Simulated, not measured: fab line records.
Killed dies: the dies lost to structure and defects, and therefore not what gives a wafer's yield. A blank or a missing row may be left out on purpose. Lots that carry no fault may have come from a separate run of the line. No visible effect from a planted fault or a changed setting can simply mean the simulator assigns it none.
fab line records	flow sfq_line
record: lots: 15	wafers: 45	last_day: 87
route steps=325 shown M0@41 M6@262 I6@273 M7@294 M8@318
lots that met no fault: from a run of the same line without faults
start_h: start of the lot's first displayed wafer, in hours after the record's first day	wait_h: time in hours since the lot's previous step	" same as the row above	L1.1+2: a row that stands for several wafers	- no value, or no start was given	* or withheld: withheld	< > ~ a bound
route shown NAME@n: a module of which the file shows steps, and the number in the route of the first	usual: average and standard deviation across the fault-free wafers	same: alike in all rows	chamber/n: place in a boat	sites: per-site readings	_std_site: the standard deviation of these	_edge_site: the outer-site mean with the inner-site mean subtracted	radius_mm: how far each site lies from the wafer's centre	mask NAME#n: copy n	behind: the most recent tool/chamber to have shaped the wafer	hold: reason for holding the lot/hours on hold/outcome of the hold	device: which transistor (n, p or np) failed to switch	end of line: tests of these same wafers at the route's end	a step given without rows: its recipe and nothing more	killed: dies that structure and defects cost at the first sort, which is not the same as the wafer's yield	map: a wafer's dies, marking killed ones x, the rest . and places with no die _
set.NAME: the setting as run; set.NAME@STEP: as run at that earlier step	model.NAME: the simulator's own value behind a step, which no gauge read
the route's steps for a sample of lots (tables are steps, rows are wafers)
services: from which hour (start_h, from the record's first day; less than 0 if before it) a tool's chamber was out of use, for how many hours, and why
== steps ==
step: SFQ_TRILAYER_M0_STRIP_STRIP_025
recipe: gas: O2	power_w: 200	platen_temp_c: 40	overash_fraction: 0.65	chemistry: O2	pressure_mtorr: 50
usual: drypump_motor_current_A: 5.6/0.56	oes_product_au: 1.002/0.01
same: overash_fraction: 0.65
lot.wafer	tool	chamber	start_h	wait_h	drypump_motor_current_A	oes_product_au	rf_hours_counter_h
L407.4	rie_metal-03	1	261.41	0.2	4.8	1.007	-
L407.5	"	0	"	"	6.1	1.008	-
L407.6	"	1	"	"	4.8	1.012	-
L413.1	rie_metal-03	0	318.94	0.1	6.2	1.016	143
L413.4	"	0	"	"	6.2	1.021	-
L413.6	"	0	"	"	6.2	1.001	-
L414.1	rie_metal-03	1	328.62	0.1	4.8	1.003	79
L414.5	"	0	"	"	6.1	1.014	-
L414.6	"	1	"	"	4.8	1.015	-
L415.2	rie_metal-01	0	338.26	0.1	5.2	0.995	17
L415.3	"	0	"	"	5.2	0.988	-
L415.5	"	1	"	"	6.0	0.987	-
L416.1	rie_metal-02	0	341.86	0.1	5.6	1.002	12
L416.3	"	1	"	"	5.8	0.995	-
L416.4	"	0	"	"	5.6	1.007	-
L417.1	rie_metal-01	0	352.66	0.1	5.2	0.992	19
L417.3	"	0	"	"	5.2	1.002	-
L417.4	"	1	"	"	5.9	0.988	-
L421.3	rie_metal-03	1	386.13	0.2	4.8	1.000	-
L421.4	"	0	"	"	6.1	0.990	-
L421.6	"	0	"	"	6.1	0.982	-
L422.1	rie_metal-03	1	399.13	0.1	4.8	1.011	91
L422.2	"	0	"	"	6.2	0.994	157
L422.3	"	0	"	"	6.1	0.998	-
L423.2	rie_metal-01	1	410.05	0.4	6.0	0.997	-
L423.3	"	1	"	"	6.0	0.993	-
L423.6	"	1	"	"	6.0	0.993	-
L424.1	rie_metal-01	1	417.05	0.2	6.0	0.995	45
L424.3	"	1	"	"	6.0	0.987	-
L424.6	"	1	"	"	6.0	0.985	-
L425.1	rie_metal-03	1	423.77	0.1	4.8	1.021	94
L425.4	"	0	"	"	6.1	1.008	-
L425.5	"	1	"	"	4.8	1.016	-
L427.1	rie_metal-03	1	441.77	0.1	4.8	1.014	97
L427.4	"	1	"	"	4.8	1.017	-
L427.5	"	1	"	"	4.8	1.022	-
L428.2	rie_metal-01	1	454.97	0.1	6.0	0.991	51
L428.3	"	0	"	"	5.2	0.998	-
L428.5	"	0	"	"	5.2	0.994	-
L429.2	rie_metal-01	0	463.37	0.1	5.2	0.988	34
L429.4	"	0	"	"	5.2	0.989	-
L429.6	"	0	"	"	5.3	0.986	-
L430.1	rie_metal-03	1	472.97	0.1	4.8	1.002	102
L430.3	"	0	"	"	6.2	1.002	-
L430.5	"	0	"	"	6.2	1.005	-
step: SFQ_TRILAYER_M6_BARC_OPEN_METAL_ETCH_206
recipe: mask_material: PR	chemistry: O2	target_depth_nm: 125	target: BARC	icp_w: 600	bias_w: 80	pressure_mtorr: 10	time_s: 41.7
usual: bias_w: 80.01/0.26	chamber_pressure_mTorr: 10.000/0.0094	drypump_motor_current_A: 5.7/0.36	oes_product_au: 0.685/0.0045
lot.wafer	tool	chamber	start_h	wait_h	bias_w	chamber_pressure_mTorr	drypump_motor_current_A	oes_product_au	rf_hours_counter_h
L407.4	rie_metal-04	1	1703.58	0.0	80.25	10.010	5.7	0.684	-
L407.5	"	1	"	"	80.13	10.000	5.7	0.683	-
L407.6	"	0	"	"	79.90	10.009	5.6	0.678	-
L413.1	rie_metal-03	0	1761.51	0.0	80.05	9.997	6.1	0.690	41
L413.4	"	0	"	"	79.77	9.998	6.2	0.687	-
L413.6	"	0	"	"	79.87	9.981	6.1	0.689	-
L414.1	rie_metal-04	1	1766.31	0.0	-	-	-	-	-
L414.5	"	0	"	"	-	-	-	-	-
L414.6	"	1	"	"	-	-	-	-	-
L415.2	rie_metal-03	0	1768.73	0.0	-	-	-	-	-
L415.3	"	0	"	"	-	-	-	-	-
L415.5	"	0	"	"	-	-	-	-	-
L416.1	rie_metal-02	0	1771.11	0.0	-	-	-	-	-
L416.3	"	0	"	"	-	-	-	-	-
L416.4	"	0	"	"	-	-	-	-	-
L417.1	rie_metal-03	1	1779.51	0.0	80.25	9.997	4.8	0.682	0
L417.3	"	0	"	"	80.13	9.990	6.2	0.678	-
L417.4	"	1	"	"	80.02	10.006	4.8	0.682	-
L421.3	rie_metal-04	0	1811.84	0.0	80.22	9.998	5.6	0.679	-
L421.4	"	1	"	"	79.97	10.000	5.6	0.684	-
L421.6	"	1	"	"	79.75	9.990	5.7	0.691	-
L422.1	rie_metal-03	1	1813.02	0.0	80.01	10.001	4.8	0.678	5
L422.2	"	0	"	"	79.80	9.995	6.2	0.687	50
L422.3	"	1	"	"	79.55	10.012	4.8	0.690	-
L423.2	rie_metal-02	1	1825.02	0.0	80.09	10.003	5.8	0.676	9
L423.3	"	0	"	"	79.40	9.998	5.6	0.679	-
L423.6	"	0	"	"	80.00	9.996	5.6	0.685	-
L424.1	rie_metal-04	1	1832.22	0.0	80.13	9.994	5.7	0.684	72
L424.3	"	0	"	"	79.67	10.005	5.6	0.676	-
L424.6	"	1	"	"	80.20	10.001	5.7	0.685	-
L425.1	rie_metal-02	1	1837.13	0.0	79.69	10.003	5.8	0.694	11
L425.4	"	0	"	"	79.70	9.996	5.6	0.685	-
L425.5	"	1	"	"	79.53	9.992	5.8	0.681	-
L427.1	rie_metal-02	0	1840.73	0.0	79.76	10.005	5.6	0.681	88
L427.4	"	1	"	"	80.22	10.004	5.8	0.688	-
L427.5	"	1	"	"	80.04	9.997	5.8	0.681	-
L428.2	rie_metal-02	0	1846.73	0.0	80.44	10.012	5.6	0.684	88
L428.3	"	0	"	"	80.33	10.004	5.6	0.691	-
L428.5	"	1	"	"	80.02	10.007	5.7	0.686	-
L429.2	rie_metal-02	0	1851.98	0.0	80.17	10.011	5.6	0.686	89
L429.4	"	1	"	"	79.85	10.009	5.8	0.688	-
L429.6	"	1	"	"	79.69	9.986	5.8	0.684	-
L430.1	rie_metal-04	1	1853.18	0.0	80.41	9.985	5.7	0.682	75
L430.3	"	1	"	"	79.99	10.009	5.7	0.673	-
L430.5	"	1	"	"	80.43	10.004	5.7	0.680	-
step: SFQ_TRILAYER_M6_ETCH_METAL_ETCH_162
recipe: target: Nb	stop_on: SiO2	mask_material: PR	chemistry: Cl2/Ar	target_depth_nm: 240	icp_w: 600	bias_w: 80	pressure_mtorr: 10	time_s: 120
usual: bias_w: 79.98/0.27	chamber_pressure_mTorr: 10.001/0.0089	drypump_motor_current_A: 5.7/0.36	oes_product_au: 0.894/0.0068
lot.wafer	tool	chamber	start_h	wait_h	bias_w	chamber_pressure_mTorr	drypump_motor_current_A	oes_product_au	rf_hours_counter_h
L407.4	rie_metal-04	1	1703.66	0.1	80.06	10.006	5.6	0.900	-
L407.5	"	1	"	"	80.06	9.986	5.6	0.892	-
L407.6	"	0	"	"	80.25	10.009	5.6	0.903	-
L413.1	rie_metal-03	0	1761.63	0.1	80.25	9.999	6.1	0.893	41
L413.4	"	0	"	"	80.22	9.990	6.1	0.889	-
L413.6	"	0	"	"	79.99	10.003	6.1	0.900	-
L414.1	rie_metal-04	1	1766.37	0.0	79.89	10.006	5.7	0.376	63
L414.5	"	0	"	"	80.20	10.011	5.6	0.370	-
L414.6	"	1	"	"	80.35	10.016	5.7	0.369	-
L415.2	rie_metal-03	0	1768.87	0.1	79.71	9.988	6.1	0.370	-
L415.3	"	0	"	"	79.75	9.996	6.1	0.364	-
L415.5	"	0	"	"	79.80	10.001	6.1	0.374	-
L416.1	rie_metal-02	0	1771.23	0.1	79.87	10.011	5.6	0.376	79
L416.3	"	0	"	"	79.84	9.991	5.6	0.372	-
L416.4	"	0	"	"	79.72	9.994	5.6	0.378	-
L417.1	rie_metal-03	1	1779.57	0.0	80.00	10.000	4.8	0.894	0
L417.3	"	0	"	"	79.71	10.005	6.1	0.902	-
L417.4	"	1	"	"	80.08	9.997	4.8	0.888	-
L421.3	rie_metal-04	0	1811.92	0.1	79.81	10.009	5.6	0.888	-
L421.4	"	1	"	"	79.50	10.002	5.6	0.883	-
L421.6	"	1	"	"	79.63	10.006	5.7	0.888	-
L422.1	rie_metal-03	1	1813.08	0.0	80.54	10.001	4.8	0.899	5
L422.2	"	0	"	"	79.78	9.998	6.1	0.898	50
L422.3	"	1	"	"	80.36	10.007	4.8	0.884	-
L423.2	rie_metal-02	1	1825.08	0.0	80.27	9.988	5.8	0.894	9
L423.3	"	0	"	"	79.87	9.991	5.6	0.895	-
L423.6	"	0	"	"	79.80	10.001	5.6	0.897	-
L424.1	rie_metal-04	1	1832.28	0.0	79.87	9.992	5.6	0.905	72
L424.3	"	0	"	"	79.93	10.003	5.6	0.890	-
L424.6	"	1	"	"	80.12	9.991	5.7	0.893	-
L425.1	rie_metal-02	1	1837.19	0.0	80.08	10.007	5.8	0.894	11
L425.4	"	0	"	"	79.96	10.006	5.6	0.894	-
L425.5	"	1	"	"	80.32	10.005	5.8	0.901	-
L427.1	rie_metal-02	0	1840.79	0.0	79.48	9.989	5.6	0.898	88
L427.4	"	1	"	"	79.97	10.006	5.8	0.899	-
L427.5	"	1	"	"	79.72	9.997	5.8	0.896	-
L428.2	rie_metal-02	0	1846.79	0.0	80.20	9.990	5.6	0.897	89
L428.3	"	0	"	"	80.21	10.004	5.6	0.907	-
L428.5	"	1	"	"	79.63	9.992	5.8	0.902	-
L429.2	rie_metal-02	0	1852.04	0.0	79.90	10.017	5.6	0.889	89
L429.4	"	1	"	"	80.25	9.989	5.8	0.882	-
L429.6	"	1	"	"	79.81	9.998	5.7	0.892	-
L430.1	rie_metal-04	1	1853.24	0.0	79.80	10.000	5.7	0.899	75
L430.3	"	1	"	"	80.05	10.000	5.7	0.893	-
L430.5	"	1	"	"	80.01	10.007	5.7	0.893	-
step: SFQ_TRILAYER_I6_VIA_LITHO_EXPOSE_170
recipe: mask_id: I6	na: 0.6	source_shape: conventional	sigma_outer: 0.65	target_cd_nm: 700	dose_mj: 21.3
usual: exposure_dose_mJ_cm2: 21.295/0.019	focus_offset_nm: 0.1/0.48
lot.wafer	tool	chamber	start_h	wait_h	mask	exposure_dose_mJ_cm2	focus_offset_nm
L407.4	krf_scanner-02	0	1825.28	-	I6#0	21.312	-0.3
L407.5	"	0	"	"	I6#0	21.298	-0.2
L407.6	"	0	"	"	I6#0	21.312	-0.1
L413.1	krf_scanner-01	0	1882.97	-	I6#0	21.284	0.8
L413.4	"	0	"	"	I6#0	21.299	-0.6
L413.6	"	0	"	"	I6#0	21.301	0.1
L414.1	krf_scanner-02	-	1888.88	-	I6#0	-	-
L414.5	"	-	"	"	I6#0	-	-
L414.6	"	-	"	"	I6#0	-	-
L415.2	krf_scanner-02	-	1891.48	-	I6#0	-	-
L415.3	"	-	"	"	I6#0	-	-
L415.5	"	-	"	"	I6#0	-	-
L416.1	krf_scanner-02	-	1893.68	-	I6#0	-	-
L416.3	"	-	"	"	I6#0	-	-
L416.4	"	-	"	"	I6#0	-	-
L417.1	krf_scanner-02	0	1897.28	-	I6#0	21.311	0.7
L417.3	"	0	"	"	I6#0	21.305	-0.4
L417.4	"	0	"	"	I6#0	21.302	0.0
L421.3	krf_scanner-01	0	1925.34	-	I6#0	21.299	0.9
L421.4	"	0	"	"	I6#0	21.302	0.3
L421.6	"	0	"	"	I6#0	21.301	-0.2
L422.1	krf_scanner-01	0	1927.34	-	I6#0	21.291	-0.4
L422.2	"	0	"	"	I6#0	21.298	0.3
L422.3	"	0	"	"	I6#0	21.278	0.3
L423.2	krf_scanner-02	0	1933.58	-	I6#0	21.295	0.9
L423.3	"	0	"	"	I6#0	21.297	0.1
L423.6	"	0	"	"	I6#0	21.310	0.8
L424.1	krf_scanner-02	0	1939.38	-	I6#0	21.259	0.3
L424.3	"	0	"	"	I6#0	21.259	-0.4
L424.6	"	0	"	"	I6#0	21.280	1.0
L425.1	krf_scanner-01	0	1940.71	-	I6#0	21.327	0.0
L425.4	"	0	"	"	I6#0	21.299	-0.1
L425.5	"	0	"	"	I6#0	21.308	0.4
L427.1	krf_scanner-01	0	1946.71	-	I6#0	21.301	0.1
L427.4	"	0	"	"	I6#0	21.282	-0.1
L427.5	"	0	"	"	I6#0	21.265	1.2
L428.2	krf_scanner-01	0	1948.11	-	I6#0	21.321	-0.5
L428.3	"	0	"	"	I6#0	21.302	0.5
L428.5	"	0	"	"	I6#0	21.275	1.1
L429.2	krf_scanner-01	0	1950.51	-	I6#0	21.279	-1.2
L429.4	"	0	"	"	I6#0	21.275	0.1
L429.6	"	0	"	"	I6#0	21.270	-0.4
L430.1	krf_scanner-01	0	1953.91	-	I6#0	21.282	0.0
L430.3	"	0	"	"	I6#0	21.296	-0.7
L430.5	"	0	"	"	I6#0	21.283	-0.4
step: SFQ_TRILAYER_M7_STRIP_STRIP_181
recipe: gas: O2	power_w: 200	platen_temp_c: 40	overash_fraction: 0.65	chemistry: O2	pressure_mtorr: 50
usual: drypump_motor_current_A: 5.65/0.14	oes_product_au: 1.005/0.0094
same: overash_fraction: 0.65
lot.wafer	tool	chamber	start_h	wait_h	drypump_motor_current_A	oes_product_au	rf_hours_counter_h
L407.4	rie_metal-01	1	1914.86	0.2	5.96	0.997	-
L407.5	"	0	"	"	5.23	0.999	-
L407.6	"	1	"	"	5.98	1.006	-
L413.1	rie_metal-02	1	1982.03	0.1	5.80	1.004	33
L413.4	"	1	"	"	5.74	1.020	-
L413.6	"	1	"	"	5.76	1.013	-
L414.1	rie_metal-02	1	1988.83	0.1	5.79	1.008	33
L414.5	"	0	"	"	5.58	1.013	-
L414.6	"	1	"	"	5.80	1.008	-
L415.2	rie_metal-02	0	1992.43	0.1	5.57	1.005	110
L415.3	"	0	"	"	5.59	1.007	-
L415.5	"	1	"	"	5.80	1.004	-
L416.1	rie_metal-02	0	1993.63	0.1	5.60	1.007	111
L416.3	"	0	"	"	5.58	1.009	-
L416.4	"	1	"	"	5.80	1.011	-
L417.1	rie_metal-02	1	1997.23	0.1	5.76	1.012	35
L417.3	"	0	"	"	5.57	1.005	-
L417.4	"	1	"	"	5.76	1.012	-
L421.3	rie_metal-04	1	2020.78	0.2	5.66	0.997	-
L421.4	"	0	"	"	5.56	0.990	-
L421.6	"	0	"	"	5.57	0.989	-
L422.1	rie_metal-04	0	2024.18	0.1	5.57	0.993	115
L422.2	"	1	"	"	5.68	1.002	100
L422.3	"	0	"	"	5.58	0.986	-
L423.2	rie_metal-04	1	2033.95	0.1	5.68	0.994	102
L423.3	"	0	"	"	5.57	0.988	-
L423.6	"	1	"	"	5.66	1.000	-
L424.1	rie_metal-02	0	2038.58	0.1	5.57	1.004	119
L424.3	"	1	"	"	5.78	1.014	-
L424.6	"	1	"	"	5.78	1.014	-
L425.1	rie_metal-04	0	2039.85	0.1	5.58	0.988	118
L425.4	"	1	"	"	5.65	0.996	-
L425.5	"	1	"	"	5.66	1.003	-
L427.1	rie_metal-04	0	2043.45	0.1	5.59	1.001	119
L427.4	"	1	"	"	5.67	1.008	-
L427.5	"	0	"	"	5.58	0.992	-
L428.2	rie_metal-04	0	2045.85	0.1	5.54	0.994	119
L428.3	"	0	"	"	5.57	0.998	-
L428.5	"	1	"	"	5.65	0.996	-
L429.2	rie_metal-02	0	2046.98	0.1	5.59	1.015	120
L429.4	"	1	"	"	5.79	1.010	-
L429.6	"	1	"	"	5.78	1.014	-
L430.1	rie_metal-04	0	2050.65	0.1	5.57	0.991	120
L430.3	"	1	"	"	5.66	0.996	-
L430.5	"	0	"	"	5.56	0.990	-
step: SFQ_M8_OVL_MEAS_948
usual: M8_OVL: 3/5.7
lot.wafer	tool	chamber	start_h	wait_h	M8_OVL[nm]
L407.4	overlay-02	-	1930.06	0.1	-6
L407.5	"	-	"	"	-4
L407.6	"	-	"	"	-11
L413.1	overlay-02	-	2015.10	0.1	7
L413.4	"	-	"	"	5
L413.6	"	-	"	"	-1
L414.1	overlay-02	-	2018.70	0.1	-
L414.5	"	-	"	"	-
L414.6	"	-	"	"	-
L415.2	overlay-01	-	2022.31	0.1	-
L415.3	"	-	"	"	-
L415.5	"	-	"	"	-
L416.1	overlay-01	-	2024.70	0.1	-
L416.3	"	-	"	"	-
L416.4	"	-	"	"	-
L417.1	overlay-01	-	2027.10	0.1	1
L417.3	"	-	"	"	1
L417.4	"	-	"	"	9
L421.3	overlay-01	-	2040.31	0.1	-3
L421.4	"	-	"	"	-2
L421.6	"	-	"	"	2
L422.1	overlay-01	-	2042.70	0.1	12
L422.2	"	-	"	"	10
L422.3	"	-	"	"	9
L423.2	overlay-01	-	2048.71	0.1	-6
L423.3	"	-	"	"	-2
L423.6	"	-	"	"	-5
L424.1	overlay-01	-	2053.50	0.1	7
L424.3	"	-	"	"	4
L424.6	"	-	"	"	0
L425.1	overlay-01	-	2055.90	0.1	10
L425.4	"	-	"	"	9
L425.5	"	-	"	"	12
L427.1	overlay-01	-	2061.90	0.1	4
L427.4	"	-	"	"	3
L427.5	"	-	"	"	-1
L428.2	overlay-01	-	2067.91	0.1	6
L428.3	"	-	"	"	-8
L428.5	"	-	"	"	1
L429.2	overlay-01	-	2069.11	0.1	7
L429.4	"	-	"	"	5
L429.6	"	-	"	"	6
L430.1	overlay-01	-	2075.10	0.1	12
L430.3	"	-	"	"	7
L430.5	"	-	"	"	12
== services ==
tool	chamber	start_h	hours	kind
rie_metal-03	-	330.70	1.2	repair
rie_metal-02	-	372.10	15.6	pm
rie_metal-04	0	447.78	16.8	repair
rie_metal-03	0	449.70	6.4	repair
rie_metal-04	-	459.76	2.8	pm
rie_metal-04	0	590.58	6.5	repair
rie_metal-02	0	613.12	20.0	repair
rie_metal-02	-	698.30	4.0	repair
rie_metal-02	1	705.03	4.9	repair
rie_metal-04	-	714.82	14.6	pm
rie_metal-04	1	864.49	34.7	repair
rie_metal-04	0	911.74	4.5	repair
rie_metal-02	1	911.86	9.9	repair
rie_metal-04	-	926.55	1.4	pm
rie_metal-02	-	948.83	2.8	pm
rie_metal-02	1	991.21	3.6	repair
rie_metal-02	0	1100.62	3.0	repair
rie_metal-02	1	1285.18	35.8	repair
rie_metal-02	-	1492.89	1.4	pm
rie_metal-04	-	1558.43	2.8	pm
rie_metal-04	-	1700.52	0.2	repair
rie_metal-04	-	1773.90	0.7	repair
rie_metal-02	0	1802.32	21.4	repair
rie_metal-02	-	2048.80	2.8	pm
== key ==
first_sign: step: SFQ_TRILAYER_M6_BARC_OPEN_METAL_ETCH_206	reading: tool_record	direction: missing
effect: step: SFQ_TRILAYER_M6_ETCH_METAL_ETCH_162	reading: oes_product_au	direction: down	sigmas: 77	usual: 0.894	struck: 0.372
effect: step: SFQ_TRILAYER_I6_VIA_LITHO_EXPOSE_170	reading: tool_record	direction: missing
met_at SFQ_TRILAYER_M6_BARC_OPEN_METAL_ETCH_206
struck_lots L414,L415,L416
not_acting_at SFQ_TRILAYER_M0_STRIP_STRIP_025,SFQ_TRILAYER_M7_STRIP_STRIP_181,SFQ_M8_OVL_MEAS_948
onset_between 1761.51 1766.31
fault: kind: skipped_step_whole	tool: rie_metal-02,rie_metal-03,rie_metal-04	chamber: -	onset_h: 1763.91	steps: SFQ_TRILAYER_M6_BARC_OPEN_METAL_ETCH_206	scope: struck_lots_only
